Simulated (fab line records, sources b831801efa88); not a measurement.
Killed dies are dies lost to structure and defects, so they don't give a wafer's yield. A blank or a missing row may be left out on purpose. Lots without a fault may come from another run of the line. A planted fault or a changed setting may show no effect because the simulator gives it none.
Which tool did it? | flow sky130 | 15 lots, 45 wafers sampled, at 3 steps of a route of 708

WHAT THE GAUGES READ, wafer by wafer
SKY_VT_ADJUST_HVTR_CD_MEAS_07: target cd 380 nm. Usual: cd_nm 379.5 nm, standard deviation 2.5.
lot  | measured     | on        | cd_nm (nm)        | flag
L573 | day 9 11:37  | cd_sem-02 | 380.0 379.7 378.7 |
L574 | day 9 21:04  | cd_sem-02 | 379.2 379.0 380.8 |
L575 | day 10 04:04 | cd_sem-02 | 381.4 381.8 381.3 |
L576 | day 10 13:29 | cd_sem-01 | 381.4 380.5 380.7 |
L581 | day 12 01:08 | cd_sem-02 | 382.3 381.5 381.0 |
L582 | day 12 04:37 | cd_sem-02 | 378.9 378.8 384.1 |
L583 | day 12 12:37 | cd_sem-01 | 383.0 380.6 385.9 |
L589 | day 14 11:52 | cd_sem-02 | 378.5 378.6 376.0 |
L590 | day 14 20:14 | cd_sem-01 | 378.2 381.7 379.2 |
L591 | day 15 03:58 | cd_sem-01 | 376.7 375.3 376.5 |
L592 | day 15 08:11 | cd_sem-02 | 383.9 383.3 382.7 |
L593 | day 15 18:13 | cd_sem-02 | 383.8 382.4 383.6 |
L594 | day 15 23:01 | cd_sem-02 | 376.3 379.3 379.1 |
L595 | day 16 04:07 | cd_sem-01 | 380.5 378.8 379.5 |
L596 | day 16 15:03 | cd_sem-02 | 379.0 379.0 378.8 |

SKY_POLY_GATE_OVL_MEAS_14. Usual: POLY_GATE_OVL 3 nm, standard deviation 5.8.
lot  | measured     | on         | POLY_GATE_OVL (nm) | flag
L573 | day 16 10:32 | overlay-01 | 2 0 7              |
L574 | day 17 00:12 | overlay-01 | 8 7 4              |
L575 | day 17 11:38 | overlay-01 | 5 5 0              |
L576 | day 17 18:10 | overlay-01 | -3 -6 -13          |
L581 | day 19 17:29 | overlay-02 | -4 11 -4           |
L582 | day 20 00:29 | overlay-02 | 17 5 14            |
L583 | day 20 09:23 | overlay-01 | 5 3 4              |
L589 | day 22 09:45 | overlay-02 | 4 0 -2             |
L590 | day 22 22:35 | overlay-02 | 4 -1 4             |
L591 | day 23 05:41 | overlay-02 | -4 3 -6            |
L592 | day 23 08:41 | overlay-01 | -8 -3 -3           |
L593 | day 23 18:07 | overlay-01 | 1 10 7             |
L594 | day 23 23:59 | overlay-01 | 7 1 7              |
L595 | day 24 05:56 | overlay-01 | -3 -8 -2           |
L596 | day 24 19:08 | overlay-02 | 7 9 11             |

WHICH TOOL RAN EACH LOT (tool, then ch and the chambers of the sampled wafers, then the start)
lot  | SKY_SONOS_ONO_ETCH_15
L573 | rie_diel-03 ch 0,2,3, day 12 16:07
L574 | rie_diel-01 ch 0,1,3, day 13 03:52
L575 | rie_diel-01 ch 0,1,3, day 13 14:13
L576 | rie_diel-04 ch 0,1, day 13 19:40
L581 | rie_diel-01 ch 1,2,3, day 15 15:11
L582 | rie_diel-01 ch 0,3, day 15 20:31
L583 | rie_diel-01 ch 0,2,3, day 16 06:17
L589 | rie_diel-04 ch 0,2,3, day 18 06:19
L590 | rie_diel-01 ch 0,1,2, day 18 16:55
L591 | rie_diel-01 ch 0,1,2, day 19 01:43
L592 | rie_diel-01 ch 0,2,3, day 19 05:17
L593 | rie_diel-04 ch 1,2, day 19 16:22
L594 | rie_diel-04 ch 0,2,3, day 19 22:31
L595 | rie_diel-01 ch 2,3, day 20 03:31
L596 | rie_diel-01 ch 0,2,3, day 20 15:07
- SKY_SONOS_ONO_ETCH_15: etches the open film in CHF3/O2, target depth 19.52 nm, time 7.8 s.

WHAT THE TOOLS THEMSELVES READ (means of the sampled wafers that have a number; where no wafer has one, the mark that the record gives instead)
SKY_SONOS_ONO_ETCH_15. Usual: drypump_motor_current_A 5.80 A, standard deviation 0.22; oes_product_au 1.003 a.u., standard deviation 0.0087; throttle_valve_pct 8.826 %, standard deviation 0.0096.
lot  | tool        | drypump_motor_current_A (A) | oes_product_au (a.u.) | throttle_valve_pct (%) | flag
L573 | rie_diel-03 | 5.65                        | 0.994                 | 8.826                  |
L574 | rie_diel-01 | 5.81                        | 1.015                 | 8.834                  |
L575 | rie_diel-01 | 5.80                        | 1.012                 | 8.828                  |
L576 | rie_diel-04 | 5.76                        | 0.997                 | 8.824                  |
L581 | rie_diel-01 | 5.70                        | 1.002                 | 8.822                  |
L582 | rie_diel-01 | 5.96                        | 1.008                 | 8.820                  |
L583 | rie_diel-01 | 5.82                        | 1.010                 | 8.836                  |
L589 | rie_diel-04 | 6.04                        | 1.003                 | 8.833                  |
L590 | rie_diel-01 | 5.67                        | 1.005                 | 8.819                  |
L591 | rie_diel-01 | 5.70                        | 1.012                 | 8.833                  |
L592 | rie_diel-01 | 5.85                        | 0.999                 | 8.819                  |
L593 | rie_diel-04 | 5.76                        | 0.983                 | 8.815                  |
L594 | rie_diel-04 | 6.02                        | 0.999                 | 8.817                  |
L595 | rie_diel-01 | 5.74                        | 1.005                 | 8.829                  |
L596 | rie_diel-01 | 5.84                        | 1.011                 | 8.832                  |

THE ANSWER, worked out from the rows above alone
Rule: a lot is off if the mean of its wafers that have a number lies more than 3 standard deviations from the usual mean. A lot without any number at a reading at which 4 lots or more have one is off too. The other lots that the step has rows for count as sound. The gauges are gone through in route order, then the tools' own readings, and for those a lot's mean is taken as printed above. The first step at which some lot is off is used, and at that step the reading that is off furthest; a lot without a number counts as furthest.
No lot is off at any reading shown: from this, nothing can be told.

WHAT THE SIMULATOR HAD PUT IN
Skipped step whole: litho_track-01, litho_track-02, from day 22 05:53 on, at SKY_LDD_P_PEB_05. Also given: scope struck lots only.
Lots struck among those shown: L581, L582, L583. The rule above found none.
